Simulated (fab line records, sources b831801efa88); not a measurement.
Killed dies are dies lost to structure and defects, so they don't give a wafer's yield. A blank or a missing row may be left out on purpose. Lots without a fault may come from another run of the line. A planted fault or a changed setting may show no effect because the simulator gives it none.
Which tool did it? | flow sky130 | 13 lots, 39 wafers sampled, at 3 steps of a route of 708

WHAT THE GAUGES READ, wafer by wafer
SKY_LI_CONTACT_THK_MEAS_01. Usual: LI_CONTACT_HDPCVD_THK 928 nm, standard deviation 10.
lot  | measured     | on            | LI_CONTACT_HDPCVD_THK (nm) | flag
L676 | day 28 07:17 | film_metro-01 | 918 923 918                |
L684 | day 31 08:19 | film_metro-01 | 924 932 933                |
L685 | day 31 17:10 | film_metro-01 | 949 931 938                |
L687 | day 31 22:26 | film_metro-01 | 942 955 939                |
L688 | day 32 08:36 | film_metro-03 | 933 949 951                |
L689 | day 32 12:03 | film_metro-03 | 921 923 932                |
L691 | day 33 12:26 | film_metro-03 | 919 920 913                |
L692 | day 33 21:49 | film_metro-04 | 948 930 944                |
L693 | day 33 22:48 | film_metro-04 | 932 924 932                |
L694 | day 34 03:52 | film_metro-04 | 920 927 922                |
L695 | day 34 09:21 | film_metro-03 | 914 923 922                |
L696 | day 34 19:22 | film_metro-04 | 921 908 908                |
L698 | day 35 05:25 | film_metro-03 | 931 932 944                |

SKY_LI_CONTACT_RS_MEAS_22: measures by four-point-probe. Usual: LI_CONTACT_W_RS 0.284 ohm/sq, standard deviation 0.0046.
lot  | measured     | on            | LI_CONTACT_W_RS (ohm/sq) | flag
L676 | day 29 12:50 | film_metro-04 | 0.291 0.282 0.280        |
L684 | day 32 12:17 | film_metro-01 | 0.278 0.286 0.276        |
L685 | day 32 20:35 | film_metro-03 | 0.285 0.285 0.275        |
L687 | day 33 02:17 | film_metro-03 | 0.287 0.282 0.280        |
L688 | day 33 12:38 | film_metro-03 | 0.280 0.288 0.280        |
L689 | day 33 16:43 | film_metro-04 | 0.281 0.283 0.283        |
L691 | day 34 15:53 | film_metro-01 | 0.287 0.288 0.287        |
L692 | day 35 00:52 | film_metro-01 | 0.278 0.278 0.290        |
L693 | day 35 02:24 | film_metro-03 | 0.284 0.289 0.287        |
L694 | day 35 07:58 | film_metro-03 | 0.279 0.291 0.282        |
L695 | day 35 12:29 | film_metro-01 | 0.277 0.285 0.277        |
L696 | day 35 22:36 | film_metro-01 | 0.285 0.285 0.290        |
L698 | day 36 08:57 | film_metro-01 | 0.277 0.277 0.278        |

WHICH TOOL RAN EACH LOT (tool, then ch and the chambers of the sampled wafers, then the start)
lot  | SKY_SONOS_ONO_WET_ETCH_18
L676 | wet_bench-01 ch 1, day 12 23:12
L684 | wet_bench-01 ch 3, day 15 23:03
L685 | wet_bench-01 ch 1, day 16 12:42
L687 | wet_bench-02 ch 3, day 16 17:04
L688 | wet_bench-01 ch 3, day 17 04:27
L689 | wet_bench-01 ch 3, day 17 06:32
L691 | wet_bench-01 ch 3, day 18 10:14
L692 | wet_bench-01 ch 2, day 18 20:30
L693 | wet_bench-04 ch 2, day 18 23:56
L694 | wet_bench-01 ch 1, day 19 01:15
L695 | wet_bench-01 ch 0, day 19 12:26
L696 | wet_bench-02 ch 0, day 19 20:09
L698 | wet_bench-02 ch 0, day 20 12:41
- SKY_SONOS_ONO_WET_ETCH_18: etches Si3N4 in H3PO4, target depth 15 nm, time 172 s.

WHAT THE TOOLS THEMSELVES READ (means of the sampled wafers that have a number; where no wafer has one, the mark that the record gives instead)
SKY_SONOS_ONO_WET_ETCH_18. Usual: bath_guard_temp_C 159.9 C, standard deviation 0.5; bath_heat_duty_pct 25.6 %, standard deviation 2.4.
lot  | tool         | bath_guard_temp_C (C) | bath_heat_duty_pct (%) | flag
L676 | wet_bench-01 | 160.1                 | 23.3                   |
L684 | wet_bench-01 | -                     | -                      | OFF
L685 | wet_bench-01 | -                     | -                      | OFF
L687 | wet_bench-02 | 159.2                 | 27.1                   |
L688 | wet_bench-01 | 159.8                 | 27.3                   |
L689 | wet_bench-01 | 159.7                 | 28.5                   |
L691 | wet_bench-01 | 159.6                 | 28.3                   |
L692 | wet_bench-01 | 160.8                 | 26.5                   |
L693 | wet_bench-04 | 159.6                 | 23.6                   |
L694 | wet_bench-01 | 160.3                 | 23.4                   |
L695 | wet_bench-01 | 160.2                 | 21.6                   |
L696 | wet_bench-02 | 159.7                 | 28.3                   |
L698 | wet_bench-02 | 160.0                 | 27.1                   |

THE ANSWER, worked out from the rows above alone
Rule: a lot is off if the mean of its wafers that have a number lies more than 3 standard deviations from the usual mean. A lot without any number at a reading at which 4 lots or more have one is off too. The other lots that the step has rows for count as sound. The gauges are gone through in route order, then the tools' own readings, and for those a lot's mean is taken as printed above. The first step at which some lot is off is used, and at that step the reading that is off furthest; a lot without a number counts as furthest.
Off: L684, L685, at SKY_SONOS_ONO_WET_ETCH_18 (bath_guard_temp_C). Without a number there: L684, L685.
A tool fits if, at that step or a process step before it, it ran every lot that is off, and no sound lot after the first of them. None of those tried fits.

WHAT THE SIMULATOR HAD PUT IN
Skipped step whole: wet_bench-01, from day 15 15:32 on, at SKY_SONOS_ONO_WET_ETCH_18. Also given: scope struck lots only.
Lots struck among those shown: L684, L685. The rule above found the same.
